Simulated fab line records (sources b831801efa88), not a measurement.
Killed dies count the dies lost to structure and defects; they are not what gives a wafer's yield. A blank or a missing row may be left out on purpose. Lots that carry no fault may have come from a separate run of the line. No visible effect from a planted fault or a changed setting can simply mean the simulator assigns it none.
A single fault, viewed from 2 desks	flow gf180mcu	numbers are kept per desk, each desk with only its own; the story behind them comes last

AT THE METROLOGY DESK
Lot by lot, what the gauges showed, no matter which tool ran the lot: averages of those sampled wafers that carry a number. If a lot's mean is further than 4 standard deviations from the usual mean, the lot is out of limits and carries the mark OUT (the distance appears in the brackets).
Columns: A = V4_CVD_02_THK at GF_V4_THK_MEAS_03, usual 846 nm; B = V4_W_RS at GF_V4_RS_MEAS_24, usual 0.326 ohm/sq
lot	first seen here	A	B
L493	day 23 17:25	845	0.329
L494	day 24 00:59	842	0.331
L496	day 24 19:11	843	0.325
L497	day 25 01:05	841	0.322
L499	day 25 21:56	866	0.324
L500	day 26 04:35	841	0.322
L501	day 26 23:50	852	0.325
L502	day 27 05:40	844	0.325
L508	day 29 00:02	850	0.320
L509	day 29 01:21	864	0.324
L510	day 29 05:43	841	0.329
L512	day 29 17:16	853	0.331
L513	day 30 00:56	830	0.327
L514	day 30 05:15	849	0.326
L515	day 30 16:02	842	0.327
This desk found nothing out of limits on any of the 15 lots.

FOR THE TOOL OWNER'S DESK: rieDiel-02
The tool's own readings at GF_V5_ETCH_16 (etches BARC in N2/H2): means of the sampled wafers that have a number, for each lot that ran on this tool. If a lot's mean is further than 4 standard deviations from the usual mean, the lot is out of limits and carries the mark OUT (the distance appears in the brackets).
Columns: A = biasW at GF_V5_ETCH_16, usual 99.95 W; B = chamberPressureMTorr at GF_V5_ETCH_16, usual 29.998 mTorr; C = drypumpMotorCurrentA at GF_V5_ETCH_16, usual 5.8 A; D = h2FlowSccm at GF_V5_ETCH_16, usual 199.9 sccm; E = oesProductAu at GF_V5_ETCH_16, usual 0.855 a.u.; F = throttleValvePct at GF_V5_ETCH_16, usual 13.225 %
lot	first seen here	A	B	C	D	E	F
L499	day 29 10:43	100.11	30.002	5.8	199.6	0.856	13.229
L512	day 32 19:13	99.79	29.975	5.7	200.1	0.856	13.229
L514	day 33 05:00	99.58	30.014	5.9	200.3	0.855	13.222
This desk found nothing out of limits on any of the 3 lots.

BROUGHT TOGETHER
Nothing out of limits was seen by the metrology desk.
The tool owner's desk saw nothing out of limits.

WHAT THE SIMULATOR PUT IN
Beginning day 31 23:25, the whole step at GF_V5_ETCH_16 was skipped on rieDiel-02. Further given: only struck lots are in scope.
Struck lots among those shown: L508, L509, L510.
